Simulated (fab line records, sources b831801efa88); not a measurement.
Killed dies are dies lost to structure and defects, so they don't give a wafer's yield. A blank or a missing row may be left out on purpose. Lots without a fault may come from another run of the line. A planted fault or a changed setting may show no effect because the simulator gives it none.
One fault seen from 2 desks | flow sky130 | each desk has only its own numbers; what lay behind them comes last

THE TOOL OWNER'S DESK: cvd_w-01
The tool's own readings at SKY_CONTACT_CVD_24 (deposits W, target thk 340 nm, time 102.12 s): means of the sampled wafers that have a number, for each lot that ran on this tool. A lot is out of limits, marked OUT, if its mean lies more than 4 standard deviations from the usual mean; the brackets give that distance.
Columns: A = chamber_pressure_Torr at SKY_CONTACT_CVD_24, usual 39.99 Torr; B = heater_power_w at SKY_CONTACT_CVD_24, usual 841 W; C = susceptor_temp_C at SKY_CONTACT_CVD_24, usual 400.00 C
lot  | first seen here | A     | B   | C
L127 | day 33 08:35    | 39.94 | 846 | 399.86
L128 | day 33 09:16    | 39.96 | 848 | 399.94
L135 | day 35 11:08    | 40.09 | 844 | 399.92
L138 | day 36 13:42    | 39.98 | 856 | 400.27
L144 | day 39 01:34    | 39.94 | 864 | 399.82
L145 | day 39 01:56    | 39.92 | 877 | 400.12
L146 | day 39 04:31    | 40.00 | 859 | 399.97
This desk's finding: nothing out of limits on any of the 7 lots.

THE METROLOGY DESK
What the gauges read, lot by lot, whatever tool the lot ran on: means of the sampled wafers that have a number. A lot is out of limits, marked OUT, if its mean lies more than 4 standard deviations from the usual mean; the brackets give that distance.
Columns: A = LDD_HVN_OVL at SKY_LDD_HVN_OVL_MEAS_07, usual 0.4 nm; B = CONTACT_W_RS at SKY_CONTACT_RS_MEAS_25, usual 0.336 ohm/sq; C = CONTACT_W_THK at SKY_CONTACT_THK_MEAS_26, usual 349 nm; D = cd_nm at SKY_VIA1_CD_MEAS_12, usual 149.6 nm
lot  | first seen here | A    | B               | C             | D
L127 | day 22 04:02    | 1.2  | 0.336           | 345           | 150.2
L128 | day 22 10:12    | 0.0  | 0.338           | 350           | 146.6
L129 | day 22 19:31    | 0.9  | 0.340           | 348           | 147.8
L132 | day 23 19:43    | -0.4 | 0.339           | 347           | 148.5
L135 | day 24 18:11    | -0.1 | 0.439 (+28) OUT | 278 (-13) OUT | 153.4
L136 | day 25 18:52    | 1.0  | 0.340           | 343           | 147.9
L137 | day 25 19:28    | 2.4  | 0.336           | 346           | 151.7
L138 | day 25 22:12    | 0.5  | 0.436 (+27) OUT | 280 (-13) OUT | 151.3
L144 | day 28 15:38    | 0.4  | 0.335           | 355           | 150.9
L145 | day 28 20:26    | 0.8  | 0.332           | 353           | 149.8
L146 | day 28 21:41    | -1.4 | 0.335           | 354           | 148.9
This desk's finding: out of limits on L135, L138; first on L135, day 35 11:14 (CONTACT_W_RS at SKY_CONTACT_RS_MEAS_25). In limits: L127, L128, L129, L132, L136, L137, L144, L145, L146.

PUT TOGETHER
The metrology desk could have raised an alarm at day 35 11:14, on L135, L138.
The tool owner's desk saw nothing out of limits.
The tool owner's desk has L135, L138 on record, within its limits.
Of the lots named, all ran SKY_CONTACT_CVD_24 on cvd_w-01.

WHAT THE SIMULATOR HAD PUT IN
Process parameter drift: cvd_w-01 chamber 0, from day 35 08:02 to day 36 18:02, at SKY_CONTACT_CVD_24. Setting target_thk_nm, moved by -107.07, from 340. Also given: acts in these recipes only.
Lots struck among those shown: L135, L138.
Hours from the fault's start to each desk's first reading out of limits: the metrology desk, 3.
